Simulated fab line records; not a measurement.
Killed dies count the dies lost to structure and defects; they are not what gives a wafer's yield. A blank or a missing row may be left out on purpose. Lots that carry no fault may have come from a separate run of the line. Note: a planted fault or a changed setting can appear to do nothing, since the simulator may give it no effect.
fab line records	flow sky130
record lots=5	wafers=15	lastDay=49
route steps=708 shown POLY_GATE@218 PAD_OPEN@708
lots that met no fault: from a run of the same line without faults
startH: hours from the record's opening day to when the first of the lot's shown wafers began	waitH: how many hours have passed since the lot's step before this one	" same as the row above	L1.1+2: several wafers, shown together as one row	- no value, or no start was given	* or withheld: withheld	< > ~ a bound
route shown NAME@n: names a module that has steps shown in the file, with the first one's number in the route	usual: mean/standard deviation of fault-free wafers	same: alike in all rows	chamber/n: place in a boat	sites: per-site readings	_std_site: the standard deviation of these	_edge_site: mean of outer sites minus mean of inner sites	radiusMm: for every site, how far away it sits from the centre of the wafer	mask NAME#n: copy n	behind: the most recent tool/chamber to have shaped the wafer	hold: cause of the lot's hold/its duration in hours/its outcome	device: the transistor (n, p or np) that didn't switch	end of line: tests of these same wafers at the route's end	where a step has no rows: the recipe by itself	killed: at the first sort, the dies lost to defects and structure; wafer yield is something else	map: a wafer's dies, x killed, . not, _ none there
set.NAME: the setting as run; set.NAME@STEP: as run at that earlier step	model.NAME: the simulator's own value behind a step, which no gauge read
a table for each step, a row for each wafer; lots at some steps of the route
services: from which hour (startH, from the record's first day; less than 0 if before it) a tool's chamber was out of use, for how many hours, and why
## steps
# step SKY_POLY_GATE_THK_MEAS_04
# recipe reads=Si3N4_of_POLY_GATE_CVD_03
# usual POLY_GATE_CVD_03_THK=74.9/0.87
lot.wafer	tool	chamber	startH	waitH	POLY_GATE_CVD_03_THK[nm]
L150.1	filmMetro-02	-	347.91	0.0	76.4
L150.4	"	-	"	"	75.8
L150.5	"	-	"	"	76.3
L155.2	filmMetro-02	-	400.78	0.1	74.2
L155.3	"	-	"	"	74.2
L155.6	"	-	"	"	74.0
L162.2	filmMetro-02	-	459.38	0.0	74.1
L162.3	"	-	"	"	75.4
L162.4	"	-	"	"	74.4
L163.1	filmMetro-02	-	461.93	0.0	75.2
L163.4	"	-	"	"	75.0
L163.6	"	-	"	"	74.8
L169.2	filmMetro-02	-	517.89	0.0	73.6
L169.3	"	-	"	"	73.0
L169.4	"	-	"	"	73.1
# step SKY_POLY_GATE_DEHYDRATE_05
# recipe tempC=200	timeS=60
# step SKY_POLY_GATE_HMDS_06
# recipe primeTimeS=60	primeTempC=120
# step SKY_POLY_GATE_COAT_07
# recipe resist=BARC	tempC=withheld	timeS=withheld	spinRpm=3000	resistThkNm=110
# step SKY_POLY_GATE_COAT_08
# recipe resist=KrF-thick	spinRpm=3000	resistThkNm=450
# step SKY_POLY_GATE_SOFTBAKE_09
# recipe tempC=100	timeS=90	resist=KrF-thick
# step SKY_POLY_GATE_EXPOSE_10
# recipe maskId=P1M	na=0.68	sourceShape=conventional	sigmaOuter=0.6	targetCdNm=150	doseMj=28
# step SKY_POLY_GATE_PEB_11
# recipe pebTempC=withheld	pebTimeS=withheld	resist=KrF-thick
# step SKY_POLY_GATE_DEVELOP_12
# recipe developTimeS=60	resist=KrF-thick	devTempC=22.05
# step SKY_POLY_GATE_CD_MEAS_13
# recipe targetCdNm=150
# usual cdNm=150.1/1.3
lot.wafer	tool	chamber	startH	waitH	cdNm
L150.1	cdSem-01	-	375.22	-	150.3
L150.4	"	-	"	"	150.4
L150.5	"	-	"	"	148.1
L155.2	cdSem-01	-	431.14	-	150.2
L155.3	"	-	"	"	151.0
L155.6	"	-	"	"	151.3
L162.2	cdSem-02	-	490.39	-	149.6
L162.3	"	-	"	"	149.8
L162.4	"	-	"	"	150.0
L163.1	cdSem-01	-	493.13	-	149.6
L163.4	"	-	"	"	149.3
L163.6	"	-	"	"	149.9
L169.2	cdSem-02	-	547.57	-	151.3
L169.3	"	-	"	"	152.9
L169.4	"	-	"	"	152.1
# step SKY_POLY_GATE_OVL_MEAS_14
# usual POLY_GATE_OVL=-2/6.4
lot.wafer	tool	chamber	startH	waitH	POLY_GATE_OVL[nm]
L150.1	overlay-01	-	375.37	0.1	-2
L150.4	"	-	"	"	1
L150.5	"	-	"	"	-2
L155.2	overlay-01	-	431.25	0.1	7
L155.3	"	-	"	"	10
L155.6	"	-	"	"	17
L162.2	overlay-01	-	490.50	0.1	-2
L162.3	"	-	"	"	2
L162.4	"	-	"	"	4
L163.1	overlay-01	-	493.25	0.1	-4
L163.4	"	-	"	"	0
L163.6	"	-	"	"	-6
L169.2	overlay-01	-	547.68	0.1	1
L169.3	"	-	"	"	0
L169.4	"	-	"	"	-1
# step SKY_POLY_GATE_ETCH_15
# recipe chemistry=N2/H2	target=BARC	ionEnergyEv=200	sourceW=500	biasW=100	pressureMtorr=30	n2FlowSccm=100	h2FlowSccm=200	stopOn=SiO2	timeS=118.5	targetDepthA=1100
# usual drypumpMotorCurrentA=5.7/0.56	h2FlowSccm=199.9/0.53	oesProductAu=0.716/0.0041	throttleValvePct=13.212/0.0092
lot.wafer	tool	chamber	startH	waitH	drypumpMotorCurrentA	h2FlowSccm	oesProductAu	rfHoursCounterH	throttleValvePct
L150.1	rieDiel-02	2	375.41	0.0	5.2	199.7	0.716	109	13.218
L150.4	"	3	"	"	5.7	200.4	0.710	10	13.223
L150.5	"	1	"	"	6.0	200.6	0.718	-	13.210
L155.2	rieDiel-02	0	431.28	0.0	5.8	199.1	0.722	95	13.211
L155.3	"	3	"	"	5.7	198.7	0.712	11	13.186
L155.6	"	1	"	"	6.0	199.6	0.721	-	13.207
L162.2	rieDiel-04	0	490.53	0.0	5.5	200.3	0.716	82	13.209
L162.3	"	2	"	"	5.1	200.5	0.717	37	13.220
L162.4	"	3	"	"	6.6	199.8	0.718	9	13.195
L163.1	rieDiel-04	0	493.29	0.0	5.5	199.8	0.719	82	13.217
L163.4	"	3	"	"	6.6	199.1	0.711	9	13.198
L163.6	"	2	"	"	5.1	199.7	0.718	-	13.211
L169.2	rieDiel-04	0	547.71	0.0	5.5	199.9	0.716	83	13.230
L169.3	"	2	"	"	5.1	200.2	0.716	38	13.228
L169.4	"	1	"	"	6.0	199.8	0.707	10	13.232
# step SKY_POLY_GATE_ETCH_16
# recipe stopOn=poly-Si	chemistry=CH3F/O2	target=Si3N4	sourceW=400	biasW=80	pressureMtorr=25	ch3fFlowSccm=40	O2_flow_sccm=30	timeS=147.5	targetDepthA=750
# usual drypumpMotorCurrentA=5.7/0.56	oesProductAu=0.640/0.005	throttleValvePct=10.534/0.0088
lot.wafer	tool	chamber	startH	waitH	drypumpMotorCurrentA	oesProductAu	rfHoursCounterH	throttleValvePct	model.KrF-thick_of_POLY_GATE_COAT_08.thkNm	model.poly-Si_of_POLY_GATE_CVD_00.thkNm
L150.1	rieDiel-02	2	375.49	0.0	5.2	0.639	109	10.531	235	179
L150.4	"	3	"	"	5.6	0.642	10	10.538	229.9	177.9
L150.5	"	1	"	"	6.0	0.650	-	10.524	234.8	177.7
L155.2	rieDiel-02	0	431.36	0.0	5.8	0.636	95	10.544	193.1	172
L155.3	"	3	"	"	5.7	0.631	11	10.535	231.7	177.5
L155.6	"	1	"	"	6.0	0.637	-	10.528	233.7	177.5
L162.2	rieDiel-04	0	490.61	0.0	5.5	0.640	82	10.544	231.2	174.9
L162.3	"	2	"	"	5.1	0.636	37	10.539	233.4	173.9
L162.4	"	3	"	"	6.6	0.643	9	10.531	234.6	173.2
L163.1	rieDiel-04	0	493.37	0.0	5.5	0.637	82	10.541	230.4	174.6
L163.4	"	3	"	"	6.6	0.633	9	10.525	232.1	174.3
L163.6	"	2	"	"	5.1	0.639	-	10.534	232.7	175.5
L169.2	rieDiel-04	0	547.79	0.0	5.5	0.633	83	10.533	232.7	172.3
L169.3	"	2	"	"	5.1	0.640	38	10.536	230.1	173.2
L169.4	"	1	"	"	5.9	0.629	10	10.519	229.9	173.2
# step SKY_POLY_GATE_ETCH_17
# recipe targetDepthNm=180	stopOn=SiO2	overEtchFrac=0.56667	chemistry=HBr/Cl2	target=poly-Si	icpW=400	biasW=100	pressureMtorr=10	HBr_flow_sccm=150	Cl2_flow_sccm=50	timeS=70.5
# usual drypumpMotorCurrentA=5.6/0.31	oesProductAu=0.975/0.0074	throttleValvePct=33.685/0.0089
lot.wafer	tool	chamber	startH	waitH	drypumpMotorCurrentA	oesProductAu	rfHoursCounterH	throttleValvePct	model.KrF-thick_of_POLY_GATE_COAT_08.thkNm	model.POLY_GATE.featureDepthNm	model.etch.depthNm
L150.1	rieSi-01	0	375.59	0.0	5.8	0.985	81	33.676	141.7	178.7	178.7
L150.4	"	2	"	"	5.3	0.981	66	33.692	136.7	177.9	177.9
L150.5	"	1	"	"	5.7	0.981	-	33.693	141	177.7	177.7
L155.2	rieSi-01	3	431.46	0.0	5.1	0.960	2	33.688	97.94	172	172
L155.3	"	2	"	"	5.2	0.983	67	33.682	137.9	177.5	177.5
L155.6	"	2	"	"	5.3	0.987	-	33.676	139.1	177.5	177.5
L162.2	rieSi-02	0	490.71	0.0	5.9	0.982	31	33.701	137.8	174.9	174.9
L162.3	"	1	"	"	5.4	0.972	5	33.679	142.1	173.9	173.9
L162.4	"	2	"	"	5.9	0.967	6	33.687	141.5	173.2	173.2
L163.1	rieSi-01	2	493.47	0.0	5.3	0.964	0	33.688	136.9	174.6	174.6
L163.4	"	3	"	"	5.1	0.970	3	33.680	137.3	174.3	174.3
L163.6	"	2	"	"	5.2	0.975	-	33.699	138.1	175.5	175.5
L169.2	rieSi-02	0	547.89	0.0	5.9	0.970	31	33.675	138.2	172.3	172.3
L169.3	"	1	"	"	5.4	0.967	6	33.687	136.1	173.2	173.2
L169.4	"	3	"	"	5.7	0.967	1	33.673	136.2	173.2	173.2
# step SKY_POLY_GATE_STRIP_18
# recipe chemistry=O2/N2	powerW=1400	pressureMtorr=1500	platenTempC=withheld	o2FlowSccm=3000	n2FlowSccm=300	overashFraction=0.5
# usual drypumpMotorCurrentA=5.7/0.52	oesProductAu=0.361/0.0047	stripTimeToEndpointS=3.160/0.027
lot.wafer	tool	chamber	startH	waitH	drypumpMotorCurrentA	oesProductAu	rfHoursCounterH	stripTimeToEndpointS
L150.1	plasmaAsher-03	0	375.64	0.0	4.9	0.358	52	3.189
L150.4	"	1	"	"	5.9	0.358	-	3.134
L150.5	"	0	"	"	4.9	0.362	-	3.173
L155.2	plasmaAsher-01	1	431.52	0.0	6.1	0.338	0	2.688
L155.3	"	1	"	"	6.1	0.366	-	3.134
L155.6	"	0	"	"	6.5	0.366	-	3.167
L162.2	plasmaAsher-02	1	490.77	0.0	5.3	0.358	37	3.147
L162.3	"	0	"	"	5.7	0.362	-	3.200
L162.4	"	1	"	"	5.3	0.361	-	3.171
L163.1	plasmaAsher-01	0	493.53	0.0	6.5	0.353	6	3.140
L163.4	"	0	"	"	6.5	0.363	-	3.147
L163.6	"	1	"	"	6.1	0.360	-	3.140
L169.2	plasmaAsher-01	1	547.94	0.0	6.0	0.358	12	3.148
L169.3	"	0	"	"	6.5	0.362	-	3.120
L169.4	"	1	"	"	6.0	0.366	-	3.122
# step SKY_POLY_GATE_CLEAN_19
# recipe chemistry=SC1/SC2	mix=1:4:20	tempC=70	timeS=150	dry=n2Spin
# step SKY_PAD_OPEN_PROBE_99
# usual killed_at_M0_to_M3=44/6.8	killed_at_M4_up=3.1/1.9	killedAtContacts=25/5.9	killedAtFrontEnd=15/4.3	killedAtOther=0.2/0.51	killedDies=87/11	killedOpen=47/7.9	killedShort=39/6.4
# same grossDies=492	killedAtBackSide=0
lot.wafer	tool	chamber	startH	waitH	killed_at_M0_to_M3	killed_at_M4_up	killedAtContacts	killedAtFrontEnd	killedAtOther	killedDies	killedOpen	killedShort
L150.1	prober-01	-	1077.23	0.1	39	2	29	11	0	81	49	32
L150.4	prober-01	-	1077.38	0.2	38	3	20	17	1	79	39	40
L150.5	prober-01	-	1077.43	0.2	47	1	19	7	1	75	41	34
L162.2	prober-02	-	1160.20	0.1	38	5	36	14	0	93	54	39
L162.3	prober-02	-	1160.25	0.2	42	0	32	23	0	97	52	45
L162.4	prober-02	-	1160.30	0.2	53	1	45	10	0	109	72	37
L169.2	prober-02	-	1185.32	0.1	45	4	25	17	0	91	50	41
L169.3	prober-02	-	1185.37	0.2	44	4	19	5	0	72	43	29
L169.4	prober-02	-	1185.42	0.2	39	3	21	11	0	74	37	37
# killed by level:class
L150.1 VIA1:geometricParticle:open=16 CONTACT:geometricParticle:open=10 VIA3:geometricParticle:open=9 CONTACT:geometricParticle:short=6 METAL2:geometricParticle:short=6 LI_CONTACT:geometricParticle:open=5 LOCAL_INTERCONNECT:geometricParticle:short=5 POLY_GATE:geometricParticle:open=4
L150.4 CONTACT:geometricParticle:open=8 VIA1:geometricParticle:open=7 POLY_GATE:geometricParticle:open=6 METAL1:geometricParticle:short=6 METAL2:geometricParticle:short=5 CONTACT:geometricParticle:short=5 VIA3:geometricParticle:open=5 VIA2:geometricParticle:open=5
L150.5 VIA1:geometricParticle:short=10 CONTACT:geometricParticle:open=9 VIA2:geometricParticle:open=8 VIA3:geometricParticle:open=7 VIA1:geometricParticle:open=5 METAL2:geometricParticle:short=5 METAL1:geometricParticle:short=4 FIELD_ISO:geometricParticle:open=3
L162.2 CONTACT:geometricParticle:short=9 CONTACT:geometricParticle:open=9 VIA2:geometricParticle:open=9 LI_CONTACT:geometricParticle:open=8 VIA1:geometricParticle:open=7 LI_CONTACT:geometricParticle:short=5 VIA3:geometricParticle:open=5 FIELD_ISO:geometricParticle:open=4
L162.3 CONTACT:geometricParticle:open=9 VIA1:geometricParticle:open=9 METAL2:geometricParticle:short=7 LI_CONTACT:geometricParticle:open=6 CONTACT:geometricParticle:short=6 FIELD_ISO:geometricParticle:short=5 VIA3:geometricParticle:open=5 FIELD_ISO:geometricParticle:open=4
L162.4 CONTACT:geometricParticle:open=20 VIA2:geometricParticle:open=16 CONTACT:geometricParticle:short=12 VIA1:geometricParticle:open=10 LI_CONTACT:geometricParticle:open=9 METAL2:geometricParticle:short=7 VIA3:geometricParticle:open=6 FIELD_ISO:geometricParticle:open=4
L169.2 CONTACT:geometricParticle:open=11 VIA3:geometricParticle:open=9 VIA1:geometricParticle:short=8 VIA1:geometricParticle:open=7 LI_CONTACT:geometricParticle:open=5 METAL1:geometricParticle:short=5 VIA2:geometricParticle:open=5 FIELD_ISO:geometricParticle:short=3
L169.3 VIA1:geometricParticle:open=11 VIA2:geometricParticle:open=9 CONTACT:geometricParticle:open=7 LI_CONTACT:geometricParticle:open=6 METAL1:geometricParticle:short=5 VIA1:geometricParticle:short=5 VIA3:geometricParticle:short=5 METAL4:geometricParticle:short=4
L169.4 VIA2:geometricParticle:open=9 CONTACT:geometricParticle:open=6 VIA1:geometricParticle:short=5 VIA1:geometricParticle:open=5 LI_CONTACT:geometricParticle:short=4 CONTACT:geometricParticle:short=4 VIA2:geometricParticle:short=4 VIA3:geometricParticle:short=4
## services
tool	chamber	startH	hours	kind
plasmaAsher-03	-	376.81	0.8	repair
rieSi-01	0	385.81	-	clean
rieSi-01	0	385.81	30.4	scheduledDown
rieSi-01	0	385.81	30.4	ventCycle
rieDiel-02	2	389.58	-	clean
rieDiel-02	2	389.58	16.8	scheduledDown
rieDiel-02	2	389.58	16.8	ventCycle
rieSi-02	-	395.87	2.8	pm
rieSi-02	2	399.35	0.9	repair
plasmaAsher-03	-	404.21	0.4	repair
plasmaAsher-01	-	421.25	9.0	pm
plasmaAsher-01	0	421.25	9.0	ventCycle
plasmaAsher-02	-	425.99	15.6	repair
rieSi-02	1	431.93	5.6	repair
rieSi-02	1	449.21	2.2	repair
rieDiel-02	2	455.91	18.3	repair
plasmaAsher-01	-	462.33	2.8	pm
rieDiel-02	0	474.24	-	clean
rieDiel-02	0	474.24	27.2	scheduledDown
rieDiel-02	0	474.24	27.2	ventCycle
rieSi-02	3	495.15	3.4	repair
rieDiel-02	2	519.88	5.8	repair
rieDiel-02	3	525.38	3.1	repair
rieSi-01	3	539.25	2.4	repair
## key
firstSign step=SKY_POLY_GATE_STRIP_18	reading=stripTimeToEndpointS	direction=down	sigmas=17	usual=*	struck=*
effect step=SKY_POLY_GATE_STRIP_18	reading=oesProductAu	direction=down	sigmas=4.9	usual=0.361	struck=0.338
modelEffect step=SKY_POLY_GATE_ETCH_16	value=KrF-thick_of_POLY_GATE_COAT_08.thkNm	without=236.3	struck=193.1
modelEffect step=SKY_POLY_GATE_ETCH_17	value=KrF-thick_of_POLY_GATE_COAT_08.thkNm	without=141.1	struck=97.94
metAt SKY_POLY_GATE_ETCH_16
struckWafers L155.2
testerLeftOut L155
fault kind=processParameterDrift	tool=rieDiel-02	chamber=0	onsetH=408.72	steps=SKY_POLY_GATE_ETCH_16	channel=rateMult	offset=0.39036	shape=step	endH=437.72
# testerLeftOut: of these lots the tester's yield and bins aren't shown, on N5 and GAA mostly nor the transistor test; their killed dies are dies lost to structure and defects alone, not to doping, threshold or leakage, so they don't give the yield
